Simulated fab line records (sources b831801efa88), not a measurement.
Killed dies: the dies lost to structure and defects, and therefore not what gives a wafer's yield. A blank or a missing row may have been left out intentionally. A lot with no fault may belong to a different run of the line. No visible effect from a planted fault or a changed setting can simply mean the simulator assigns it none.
Matching of chambers ; flow sky130 ; SKY_CONTACT_CVD_00 on pecvd-04 has 3 sister chambers
The step deposits Si3N4, target thk 75 nm. 16 wafers are shown with their chamber, then 8 later ones without.

## WAFERS, EACH WITH ITS CHAMBER
wafer;chamber;heaterPowerW (W)
L074.1;1;842
L074.4;1;827
L074.5;2;758
L077.2;2;725
L077.3;1;868
L077.4;1;858
L081.2;0;698
L081.3;1;723
L081.6;0;684
L082.1;0;846
L082.2;1;716
L082.3;2;705
L089.1;1;798
L089.3;2;734
L089.6;2;751
L092.2;2;787

SIGNATURES (means of the wafers above)
reading;chamber 0;chamber 1;chamber 2;scatter within a chamber
heaterPowerW;742.67;804.57;743.33;57.9
Rule: distance of a wafer from a chamber = root of the sum over the readings of ((wafer's reading minus chamber's mean) / reading's scatter) squared. If the next closest chamber is less than 2 further off than the closest, the wafer can't be placed; otherwise it belongs to the closest. The scatter: the root of (the sum of the squares of (reading less its chamber's mean) over the shown wafers, divided by (wafers less chambers)).

## WAFERS WHOSE CHAMBER IS MISSING
wafer;heaterPowerW (W)
L092.4;797
L092.6;787
L094.2;795
L094.3;756
L094.4;719
L096.1;688
L096.2;769
L096.5;759

## THE CHAMBER EACH PASSED THROUGH
wafer;from the rows above;in truth
L092.4;can't be placed: 1 or 2 or 0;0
L092.6;can't be placed: 1 or 2 or 0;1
L094.2;can't be placed: 1 or 2 or 0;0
L094.3;can't be placed: 2 or 0 or 1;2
L094.4;can't be placed: 0 or 2 or 1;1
L096.1;can't be placed: 0 or 2 or 1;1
L096.2;can't be placed: 2 or 0 or 1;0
L096.5;can't be placed: 2 or 0 or 1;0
Correct placement for 0 of the 8. These rows do not allow placing 8 (true chamber among the candidates in 8). 0 placed wrongly.
